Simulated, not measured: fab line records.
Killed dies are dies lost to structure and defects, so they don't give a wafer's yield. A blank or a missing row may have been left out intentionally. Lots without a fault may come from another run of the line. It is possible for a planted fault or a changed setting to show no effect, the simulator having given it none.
fab line records	flow sky130
record lots=5	wafers=14	last_day=50
route steps=708 shown VIA1@471 METAL2@483 VIA2@507 PAD_OPEN@708
lots that met no fault: from a run of the same line without faults
start_h: the number of hours between the record's first day and the start of the first shown wafer of the lot	wait_h: hours since the lot's step before	" repeats the value in the row above	L1.1+2: a single row standing in for several wafers	- no value present, or no start provided	* or withheld: withheld	< > ~ a bound
route shown NAME@n: names a module that has steps shown in the file, with the first one's number in the route	usual: mean and standard deviation over wafers with no fault	same: alike in all rows	chamber/n: place in a boat	sites: readings site by site	_std_site: standard deviation of those values	_edge_site: the outer-site mean with the inner-site mean subtracted	radius_mm: for every site, how far away it sits from the centre of the wafer	mask NAME#n: copy n	behind: the last tool/chamber to shape the wafer	hold: reason for holding the lot/hours on hold/outcome of the hold	device: transistor that didn't switch, given as n, p or np	end of line: the route-end tests of the same wafers	a step with no rows: only its recipe	killed: dies that structure and defects cost at the first sort, which is not the same as the wafer's yield	map: dies across one wafer; x = killed, . = not, _ = none there
set.NAME: the setting that was run; set.NAME@STEP: the one run at that earlier step	model.NAME: the simulator's own value behind a step, which no gauge read
lots at some steps of the route; a table a step, a row a wafer
services: when a tool's chamber went out of use (start_h, in hours from the record's first day, below 0 if earlier), for how many hours, and the reason
## steps
# step SKY_VIA1_OVL_MEAS_13
# usual VIA1_OVL=-1/4.7
lot.wafer	tool	chamber	start_h	wait_h	VIA1_OVL[nm]
L614.1	overlay-02	-	839.03	0.1	-5
L614.2	"	-	"	"	-7
L614.6	"	-	"	"	-4
L613.2	overlay-02	-	839.99	0.1	1
L613.3	"	-	"	"	-1
L613.6	"	-	"	"	-8
L621.1	overlay-02	-	901.58	0.1	5
L621.3	"	-	"	"	-3
L628.1	overlay-02	-	952.58	0.1	-3
L628.3	"	-	"	"	-6
L628.4	"	-	"	"	-2
L630.2	overlay-01	-	958.68	0.1	-3
L630.4	"	-	"	"	-3
L630.5	"	-	"	"	7
# step SKY_VIA1_ETCH_14
# recipe chemistry=N2/H2	target=BARC	ion_energy_ev=200	source_w=500	bias_w=100	pressure_mtorr=30	n2_flow_sccm=100	h2_flow_sccm=200	stop_on=SiO2	time_s=45.9	target_depth_a=600
# step SKY_VIA1_ETCH_15
# recipe target=SiO2	chemistry=C4F8/O2/Ar	target_depth_nm=351	stop_on=TiN	mask_material=KrF-thick	source_w=1500	bias_w=1200	pressure_mtorr=40	c4f8_flow_sccm=withheld	O2_flow_sccm=6	Ar_flow_sccm=300	time_s=54
# step SKY_VIA1_STRIP_16
# recipe chemistry=O2/N2	power_w=1400	pressure_mtorr=1500	platen_temp_c=withheld	o2_flow_sccm=3000	n2_flow_sccm=300	overash_fraction=0.5
# step SKY_VIA1_STRIP_17
# recipe chemistry=post_etch_residue_remover	time_s=1200	temp_c=72.5
# step SKY_VIA1_CLEAN_18
# recipe chemistry=IPA	time_s=180	temp_c=25
# step SKY_VIA1_CLEAN_19
# recipe chemistry=O3/DIW	dry=n2_spin
# step SKY_VIA1_SPUTTER_20
# recipe material=TiN	target_thk_nm=20	chamber_pressure_pa=5	power_w=4000	time_s=80
# step SKY_VIA1_CVD_21
# recipe material=W	target_thk_nm=270	time_s=80.902	temp_c=400	pressure_torr=40
# usual heater_power_w=906/86	susceptor_temp_C=400.01/0.24
lot.wafer	tool	chamber	start_h	wait_h	heater_power_w	susceptor_temp_C
L614.1	cvd_w-02	0	839.81	0.0	805	399.98
L614.2	"	1	"	"	966	400.01
L614.6	"	1	"	"	971	400.32
L613.2	cvd_w-01	0	840.76	0.0	982	399.88
L613.3	"	0	"	"	1011	399.70
L613.6	"	1	"	"	875	399.38
L621.1	cvd_w-01	1	902.37	0.0	902	400.28
L621.3	"	1	"	"	912	400.00
L628.1	cvd_w-01	0	953.38	0.0	1017	400.19
L628.3	"	0	"	"	1020	399.83
L628.4	"	1	"	"	896	399.98
L630.2	cvd_w-02	0	959.45	0.0	763	400.18
L630.4	"	1	"	"	897	400.15
L630.5	"	0	"	"	746	400.02
# step SKY_VIA1_RS_MEAS_22
# recipe thk_meas_gauge=four-point-probe	reads=W_of_VIA1_CVD_21+TiN_of_VIA1_SPUTTER_20
# usual VIA1_W_RS=0.430/0.0046
lot.wafer	tool	chamber	start_h	wait_h	VIA1_W_RS[ohm/sq]
L614.1	film_metro-02	-	839.90	0.1	0.428
L614.2	"	-	"	"	0.440
L614.6	"	-	"	"	0.437
L613.2	film_metro-02	-	840.87	0.1	0.432
L613.3	"	-	"	"	0.432
L613.6	"	-	"	"	0.433
L621.1	film_metro-03	-	902.46	0.1	0.428
L621.3	"	-	"	"	0.430
L628.1	film_metro-03	-	953.47	0.1	0.429
L628.3	"	-	"	"	0.425
L628.4	"	-	"	"	0.432
L630.2	film_metro-03	-	959.56	0.1	0.424
L630.4	"	-	"	"	0.432
L630.5	"	-	"	"	0.425
# step SKY_VIA1_THK_MEAS_23
# recipe thk_meas_gauge=xrf	reads=W_of_VIA1_CVD_21
# usual VIA1_W_THK=273/3.2
lot.wafer	tool	chamber	start_h	wait_h	VIA1_W_THK[nm]
L614.1	film_metro-02	-	840.02	0.1	277
L614.2	"	-	"	"	269
L614.6	"	-	"	"	270
L613.2	film_metro-02	-	840.98	0.1	269
L613.3	"	-	"	"	273
L613.6	"	-	"	"	272
L621.1	film_metro-03	-	902.58	0.1	269
L621.3	"	-	"	"	270
L628.1	film_metro-03	-	953.59	0.1	273
L628.3	"	-	"	"	275
L628.4	"	-	"	"	271
L630.2	film_metro-03	-	959.67	0.1	275
L630.4	"	-	"	"	271
L630.5	"	-	"	"	275
# step SKY_VIA1_CMP_24
# recipe stop_on=SiO2	t_overpolish_s=15	down_force_psi=3.5	platen_rpm=60	target_thk_nm=0	pad_velocity_m_s=0.94248
# step SKY_METAL2_SPUTTER_00
# recipe material=Ti	target_thk_nm=15	power_w=3000	time_s=10	chamber_pressure_pa=0.4
# usual throttle_valve_pct=29.4/0.84
lot.wafer	tool	chamber	start_h	wait_h	throttle_valve_pct	model.Ti_of_METAL2_SPUTTER_00.thk_nm
L614.1	pvd_sputter-03	-	840.38	0.1	29.7	14.99
L614.2	"	-	"	"	29.9	14.84
L614.6	"	-	"	"	28.1	14.81
L613.2	pvd_sputter-02	-	841.33	0.1	29.7	15.02
L613.3	"	-	"	"	30.6	14.85
L613.6	"	-	"	"	29.8	15.05
L621.1	pvd_sputter-03	-	902.94	0.1	28.1	14.66
L621.3	"	-	"	"	29.7	18.2
L628.1	pvd_sputter-02	-	954.10	0.2	29.8	14.88
L628.3	"	-	"	"	28.4	14.84
L628.4	"	-	"	"	30.6	14.64
L630.2	pvd_sputter-02	-	960.02	0.1	29.4	14.94
L630.4	"	-	"	"	28.6	14.87
L630.5	"	-	"	"	30.0	14.95
# step SKY_METAL2_SPUTTER_01
# recipe material=TiN	target_thk_nm=20	power_w=6500	time_s=16.7	chamber_pressure_pa=0.4
# step SKY_METAL2_SPUTTER_02
# recipe material=AlCu	target_thk_nm=250	power_w=10600	time_s=13.3	chamber_pressure_pa=0.4
# usual throttle_valve_pct=29.4/0.82
lot.wafer	tool	chamber	start_h	wait_h	throttle_valve_pct
L614.1	pvd_sputter-03	-	840.43	0.0	30.0
L614.2	"	-	"	"	30.1
L614.6	"	-	"	"	28.1
L613.2	pvd_sputter-02	-	841.38	0.0	29.8
L613.3	"	-	"	"	30.3
L613.6	"	-	"	"	29.7
L621.1	pvd_sputter-03	-	902.99	0.0	28.2
L621.3	"	-	"	"	29.9
L628.1	pvd_sputter-02	-	954.15	0.0	29.8
L628.3	"	-	"	"	28.5
L628.4	"	-	"	"	30.5
L630.2	pvd_sputter-02	-	960.07	0.0	29.4
L630.4	"	-	"	"	28.6
L630.5	"	-	"	"	29.9
# step SKY_METAL2_SPUTTER_03
# recipe material=Ti	target_thk_nm=5	power_w=3000	time_s=3.3	chamber_pressure_pa=0.4
# usual throttle_valve_pct=29.4/0.86
lot.wafer	tool	chamber	start_h	wait_h	throttle_valve_pct
L614.1	pvd_sputter-03	-	840.45	0.0	29.9
L614.2	"	-	"	"	30.2
L614.6	"	-	"	"	28.1
L613.2	pvd_sputter-02	-	841.40	0.0	29.6
L613.3	"	-	"	"	30.5
L613.6	"	-	"	"	29.9
L621.1	pvd_sputter-03	-	903.01	0.0	28.1
L621.3	"	-	"	"	29.9
L628.1	pvd_sputter-02	-	954.17	0.0	29.9
L628.3	"	-	"	"	28.5
L628.4	"	-	"	"	30.5
L630.2	pvd_sputter-02	-	960.09	0.0	29.3
L630.4	"	-	"	"	28.4
L630.5	"	-	"	"	30.0
# step SKY_METAL2_SPUTTER_04
# recipe material=TiN	target_thk_nm=70	power_w=6500	time_s=58.3	chamber_pressure_pa=0.4
# step SKY_METAL2_RS_MEAS_05
# recipe thk_meas_gauge=four-point-probe	reads=TiN_of_METAL2_SPUTTER_04+Ti_of_METAL2_SPUTTER_03+AlCu_of_METAL2_SPUTTER_02+TiN_of_METAL2_SPUTTER_01+Ti_of_METAL2_SPUTTER_00
# usual METAL2_ALCU_RS=0.1272/0.0014
lot.wafer	tool	chamber	start_h	wait_h	METAL2_ALCU_RS[ohm/sq]
L614.1	film_metro-02	-	840.52	0.0	0.1276
L614.2	"	-	"	"	0.1261
L614.6	"	-	"	"	0.1264
L613.2	film_metro-02	-	841.49	0.0	0.1256
L613.3	"	-	"	"	0.1260
L613.6	"	-	"	"	0.1259
L621.1	film_metro-04	-	903.08	0.0	0.1250
L621.3	"	-	"	"	0.1257
L628.1	film_metro-02	-	954.24	0.0	0.1277
L628.3	"	-	"	"	0.1275
L628.4	"	-	"	"	0.1280
L630.2	film_metro-04	-	960.18	0.0	0.1286
L630.4	"	-	"	"	0.1279
L630.5	"	-	"	"	0.1284
# step SKY_METAL2_THK_MEAS_06
# recipe thk_meas_gauge=xrf	reads=AlCu_of_METAL2_SPUTTER_02
# usual METAL2_ALCU_THK=241.8/2.8
lot.wafer	tool	chamber	start_h	wait_h	METAL2_ALCU_THK[nm]
L614.1	film_metro-02	-	840.64	0.1	241.2
L614.2	"	-	"	"	244.5
L614.6	"	-	"	"	243.5
L613.2	film_metro-02	-	841.60	0.1	243.8
L613.3	"	-	"	"	243.3
L613.6	"	-	"	"	245.6
L621.1	film_metro-04	-	903.20	0.1	246.4
L621.3	"	-	"	"	244.9
L628.1	film_metro-02	-	954.36	0.1	242.1
L628.3	"	-	"	"	243.4
L628.4	"	-	"	"	242.1
L630.2	film_metro-04	-	960.29	0.1	236.4
L630.4	"	-	"	"	240.9
L630.5	"	-	"	"	236.3
# step SKY_METAL2_DEHYDRATE_07
# recipe temp_c=200	time_s=60
# step SKY_METAL2_HMDS_08
# recipe prime_time_s=60	prime_temp_c=120
# step SKY_METAL2_COAT_09
# recipe resist=BARC	temp_c=withheld	time_s=withheld	spin_rpm=3000	resist_thk_nm=60
# step SKY_METAL2_COAT_10
# recipe resist=KrF-thick	spin_rpm=3000	resist_thk_nm=450
# step SKY_METAL2_SOFTBAKE_11
# recipe temp_c=100	time_s=90	resist=KrF-thick
# step SKY_METAL2_EXPOSE_12
# recipe mask_id=MM2	na=0.8	source_shape=annular	sigma_inner=0.55	sigma_outer=0.85	target_cd_nm=140	dose_mj=28
# step SKY_METAL2_PEB_13
# recipe peb_temp_c=withheld	peb_time_s=withheld	resist=KrF-thick
# step SKY_METAL2_DEVELOP_14
# recipe develop_time_s=60	resist=KrF-thick	dev_temp_c=21
# step SKY_METAL2_CD_MEAS_15
# recipe target_cd_nm=140
# usual cd_nm=139.7/1.2
lot.wafer	tool	chamber	start_h	wait_h	cd_nm
L614.1	cd_sem-01	-	866.85	-	141.3
L614.2	"	-	"	"	139.3
L614.6	"	-	"	"	140.6
L613.2	cd_sem-02	-	868.17	-	139.5
L613.3	"	-	"	"	138.7
L613.6	"	-	"	"	139.6
L621.1	cd_sem-01	-	929.16	-	141.6
L621.3	"	-	"	"	142.2
L628.1	cd_sem-01	-	979.21	-	140.2
L628.3	"	-	"	"	138.0
L628.4	"	-	"	"	139.7
L630.2	cd_sem-01	-	984.30	-	139.9
L630.4	"	-	"	"	139.4
L630.5	"	-	"	"	140.1
# step SKY_METAL2_OVL_MEAS_16
# usual METAL2_OVL=-2/5.7
lot.wafer	tool	chamber	start_h	wait_h	METAL2_OVL[nm]
L614.1	overlay-01	-	866.97	0.1	-4
L614.2	"	-	"	"	-2
L614.6	"	-	"	"	-9
L613.2	overlay-01	-	868.27	0.1	6
L613.3	"	-	"	"	-3
L613.6	"	-	"	"	7
L621.1	overlay-01	-	929.28	0.1	0
L621.3	"	-	"	"	-10
L628.1	overlay-02	-	979.33	0.1	4
L628.3	"	-	"	"	6
L628.4	"	-	"	"	0
L630.2	overlay-01	-	984.41	0.1	-4
L630.4	"	-	"	"	-14
L630.5	"	-	"	"	-4
# step SKY_METAL2_DESCUM_17
# recipe chemistry=O2	source_power_w=150	bias_power_w=0	pressure_mtorr=10	temp_c=40	time_s=8
# step SKY_METAL2_ETCH_18
# recipe chemistry=N2/H2	target=BARC	ion_energy_ev=200	bias_w=100	pressure_mtorr=30	n2_flow_sccm=100	h2_flow_sccm=200	icp_w=500	stop_on=SiO2	time_s=45.9	target_depth_a=600
# step SKY_METAL2_METAL_ETCH_19
# recipe target_depth_a=3600	stop_on=SiO2	over_etch_frac=0.3	time_s=78	chemistry=Cl2/BCl3	resist_sidewall_deg=88	pressure_mtorr=10	icp_w=900	bias_w=48.5	Cl2_flow_sccm=60	bcl3_flow_sccm=30
# usual drypump_motor_current_A=5.5/0.35	he_backside_leak_sccm=3.32/0.28	oes_product_au=0.853/0.0057	throttle_valve_pct=22.263/0.0088
lot.wafer	tool	chamber	start_h	wait_h	drypump_motor_current_A	he_backside_leak_sccm	oes_product_au	rf_hours_counter_h	throttle_valve_pct
L614.1	rie_metal-01	1	867.19	0.1	5.4	3.35	0.846	10	22.257
L614.2	"	1	"	"	5.4	3.36	0.854	-	22.271
L614.6	"	1	"	"	5.3	3.29	0.855	-	22.254
L613.2	rie_metal-04	1	868.40	0.0	5.5	3.27	0.859	11	22.271
L613.3	"	1	"	"	5.5	3.22	0.852	-	22.253
L613.6	"	0	"	"	5.3	3.52	0.858	-	22.254
L621.1	rie_metal-04	1	929.41	0.0	5.5	3.12	0.859	13	22.257
L621.3	"	0	"	"	5.3	3.18	0.862	-	22.259
L628.1	rie_metal-04	1	979.47	0.0	5.5	3.36	0.855	15	22.258
L628.3	"	0	"	"	5.3	3.07	0.855	-	22.263
L628.4	"	1	"	"	5.5	3.31	0.841	-	22.259
L630.2	rie_metal-04	0	984.53	0.0	5.3	3.32	0.855	7	22.264
L630.4	"	0	"	"	5.3	3.37	0.853	-	22.266
L630.5	"	0	"	"	5.3	3.63	0.853	-	22.268
# step SKY_METAL2_STRIP_20
# recipe chemistry=O2/N2	power_w=1400	pressure_mtorr=1500	platen_temp_c=withheld	o2_flow_sccm=3000	n2_flow_sccm=300	overash_fraction=0.5
# usual drypump_motor_current_A=5.8/0.57	oes_product_au=0.343/0.0049	strip_time_to_endpoint_s=2.69/0.033
lot.wafer	tool	chamber	start_h	wait_h	drypump_motor_current_A	oes_product_au	rf_hours_counter_h	strip_time_to_endpoint_s
L614.1	plasma_asher-04	1	867.37	0.1	6.5	0.344	102	2.73
L614.2	"	0	"	"	5.9	0.349	102	2.74
L614.6	"	0	"	"	5.9	0.340	-	2.74
L613.2	plasma_asher-01	1	868.49	0.1	6.2	0.345	47	2.66
L613.3	"	1	"	"	6.2	0.336	-	2.68
L613.6	"	1	"	"	6.2	0.347	-	2.67
L621.1	plasma_asher-04	1	929.50	0.1	6.5	0.347	109	2.70
L621.3	"	0	"	"	5.9	0.337	-	2.69
L628.1	plasma_asher-01	0	979.56	0.1	5.4	0.343	57	2.66
L628.3	"	0	"	"	5.4	0.343	-	2.70
L628.4	"	1	"	"	6.2	0.337	-	2.69
L630.2	plasma_asher-02	0	984.62	0.1	6.2	0.341	15	2.67
L630.4	"	0	"	"	6.2	0.336	-	2.64
L630.5	"	1	"	"	4.7	0.337	-	2.68
# step SKY_METAL2_STRIP_21
# recipe chemistry=post_etch_residue_remover	time_s=1200	temp_c=72.5
# step SKY_METAL2_CLEAN_22
# recipe chemistry=IPA	time_s=180	temp_c=25
# step SKY_METAL2_CLEAN_23
# recipe chemistry=O3/DIW	dry=n2_spin
# step SKY_VIA2_HDPCVD_00
# recipe material=SiO2	target_thk_nm=1180	sigma_open_frac=0.3	time_s=196.7	temp_c=400	sih4_flow_sccm=60	pressure_mtorr=6
# step SKY_VIA2_THK_MEAS_01
# recipe reads=SiO2_of_VIA2_HDPCVD_00
# usual VIA2_HDPCVD_THK=1180/11
lot.wafer	tool	chamber	start_h	wait_h	VIA2_HDPCVD_THK[nm]
L614.1	film_metro-02	-	868.10	0.1	1192
L614.2	"	-	"	"	1190
L614.6	"	-	"	"	1200
L613.2	film_metro-02	-	869.22	0.1	1162
L613.3	"	-	"	"	1155
L613.6	"	-	"	"	1165
L621.1	film_metro-04	-	930.22	0.1	1180
L621.3	"	-	"	"	1187
L628.1	film_metro-02	-	980.27	0.1	1178
L628.3	"	-	"	"	1154
L628.4	"	-	"	"	1174
L630.2	film_metro-01	-	985.36	0.1	1173
L630.4	"	-	"	"	1168
L630.5	"	-	"	"	1164
# step SKY_VIA2_CMP_02
# recipe material=SiO2	down_force_psi=4	platen_rpm=60	pad_velocity_m_s=0.94248
# step SKY_VIA2_BOW_MEAS_03
# recipe mode=bow
# usual VIA2_BOW=86/7.6
lot.wafer	tool	chamber	start_h	wait_h	VIA2_BOW[um]
L614.1	film_metro-01	-	868.46	0.2	84
L614.2	"	-	"	"	94
L614.6	"	-	"	"	86
L613.2	film_metro-01	-	869.59	0.2	88
L613.3	"	-	"	"	84
L613.6	"	-	"	"	77
L621.1	film_metro-04	-	930.58	0.1	89
L621.3	"	-	"	"	91
L628.1	film_metro-04	-	980.63	0.1	93
L628.3	"	-	"	"	78
L628.4	"	-	"	"	71
L630.2	film_metro-02	-	985.73	0.1	81
L630.4	"	-	"	"	82
L630.5	"	-	"	"	61
# step SKY_VIA2_DEHYDRATE_04
# recipe temp_c=200	time_s=60
# step SKY_VIA2_HMDS_05
# recipe prime_time_s=60	prime_temp_c=120
# step SKY_PAD_OPEN_PROBE_99
# usual defect_limited_yield=82.6/1.7	killed_at_M0_to_M3=43/7	killed_at_M4_up=3.1/1.5	killed_at_contacts=23/4.9	killed_at_front_end=16/3.9	killed_at_other=0.3/0.52	killed_dies=86/8.2	killed_on_rim=16/3.7	killed_open=47/6.1	killed_short=38/5.8	sort_bin_3_pad_short=0.8/0.41	sort_bin_5_function=10.2/1.3	sort_bin_6_memory=6.4/1.1	sort_n_pass=406/8.2	sort_yield_pct=82.6/1.7
# same gross_dies=492	killed_at_back_side=0	sort_bin_4_leakage[%]=0	sort_bin_8_speed[%]=0
lot.wafer	tool	chamber	start_h	wait_h	hold	defect_limited_yield[%]	killed_at_M0_to_M3	killed_at_M4_up	killed_at_contacts	killed_at_front_end	killed_at_other	killed_dies	killed_on_rim	killed_open	killed_short	sort_bin_3_pad_short[%]	sort_bin_5_function[%]	sort_bin_6_memory[%]	sort_n_pass	sort_yield_pct[%]
L621.3	prober-01	-	1167.07	0.2	await_dispo/4.2h/release	82.3	52	3	20	11	1	87	18	38	49	0.6	10.4	6.7	405	82.3
L628.1	prober-01	-	1206.40	0.1	-	84.6	42	1	15	18	0	76	13	46	30	0.8	10.8	3.9	416	84.6
L628.3	prober-01	-	1206.50	0.2	-	82.3	44	2	23	18	0	87	16	42	45	0.8	9.8	7.1	405	82.3
L628.4	prober-01	-	1206.55	0.2	-	83.3	44	5	14	19	0	82	16	50	32	0.8	9.1	6.7	410	83.3
# killed by level:class
L621.3 VIA1:geometric_particle:open=13 METAL3:geometric_particle:short=8 VIA3:geometric_particle:open=7 METAL2:geometric_particle:short=6 CONTACT:geometric_particle:short=5 VIA2:geometric_particle:short=5 VIA2:geometric_particle:open=5 POLY_GATE:geometric_particle:short=4
L628.1 VIA1:geometric_particle:open=13 LI_CONTACT:geometric_particle:open=6 VIA2:geometric_particle:open=6 VIA3:geometric_particle:open=6 CONTACT:geometric_particle:open=4 METAL2:geometric_particle:short=4 POLY_GATE:geometric_particle:short=4 FIELD_ISO:geometric_particle:open=3
L628.3 LI_CONTACT:geometric_particle:open=9 VIA3:geometric_particle:open=9 METAL2:geometric_particle:short=8 VIA2:geometric_particle:open=8 CONTACT:geometric_particle:short=7 VIA1:geometric_particle:open=7 METAL1:geometric_particle:short=6 POLY_GATE:geometric_particle:short=5
L628.4 VIA2:geometric_particle:open=14 CONTACT:geometric_particle:open=6 METAL3:geometric_particle:short=5 VIA3:geometric_particle:open=5 FIELD_ISO:geometric_particle:open=4 POLY_GATE:geometric_particle:open=4 METAL1:geometric_particle:short=4 VIA1:geometric_particle:open=4
# map L621.1 (x killed, . not)
__________..x...x..._________
________.....x..x....._______
______.xx............x.._____
_____x...................____
____.x.xx.x.........x.....___
___x..x.x......x.x....x....__
__..xxx..x....x..........x.._
_.x........x..........x....x.
_......x......x..x.......x...
_x.....x.....x.........x.....
_.......x....xx.........x....
_....x...x...xx......x..xx.xx
_..xxx......x.....xx.......x.
_.......x......xx..........x.
_.xx..x.........x.x..........
__........x........x.x......_
___.........x.x....x.....xx__
____.x..x....xxx...x...x..___
_____x....x.x......x....x____
______xx.x..x........x.x_____
________x....x........_______
__________...xx....._________
# map L614.6 (x killed, . not)
__________x.x...x..._________
________..x...xx....x._______
______.....x.......x...._____
_____x..x.....x....x.....____
____...x..xx.......x......___
___..x.......x.............__
__x...x..x.....x.x.x........_
_.x.......x..............xx..
_.....x....x...x..x...x....x.
_.....x...x...x...x...x......
_..........x...x..xxxxx......
_.....x...xx.x...x.x......xx.
_......x......x...........x.x
_.....xx..x.x..x.............
_..xx...x...x...x.......x..x.
__.....x.xx..............xx._
___....x..................x__
____.....xx............x..___
_____....x.x....x......x.____
______..xx...........x.x_____
________..........xx.._______
__________.......x.._________
## services
tool	chamber	start_h	hours	kind
cvd_w-02	-	826.55	6.9	pm
cvd_w-01	-	836.23	2.8	pm
plasma_asher-02	-	845.56	7.7	repair
rie_metal-01	0	856.64	13.8	repair
cvd_w-02	-	859.63	0.8	repair
pvd_sputter-03	-	868.93	1.1	repair
rie_metal-01	0	874.16	21.6	repair
plasma_asher-02	-	874.53	15.6	pm
plasma_asher-01	-	884.84	2.0	repair
cvd_w-02	-	904.00	14.0	pm
cvd_w-02	0	904.00	14.0	vent_cycle
cvd_w-02	1	904.00	14.0	vent_cycle
cvd_w-01	1	904.66	3.4	repair
rie_metal-01	-	905.16	0.8	repair
rie_metal-01	0	908.80	-	clean
rie_metal-01	0	908.80	13.2	scheduled_down
plasma_asher-02	-	917.56	2.8	pm
cvd_w-02	0	918.00	-	clean
cvd_w-02	1	918.00	-	clean
pvd_sputter-02	-	937.82	1.3	repair
plasma_asher-01	-	949.62	14.6	pm
pvd_sputter-02	-	970.14	3.6	repair
cvd_w-01	1	980.40	10.8	repair
rie_metal-01	-	980.78	15.6	pm
## key
first_sign none at tools or gauges
model_effect step=SKY_METAL2_SPUTTER_00	value=Ti_of_METAL2_SPUTTER_00.thk_nm	without=15.03	struck=18.2
met_at SKY_METAL2_SPUTTER_00
struck_wafers L621.3
onset_between 840.38 902.94
fault kind=process_parameter_drift	tool=pvd_sputter-03	chamber=-	onset_h=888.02	steps=SKY_METAL2_SPUTTER_00	channel=time_s	offset=*	shape=step	end_h=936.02	scope=struck_wafers_only	acts_in=*	stated=*
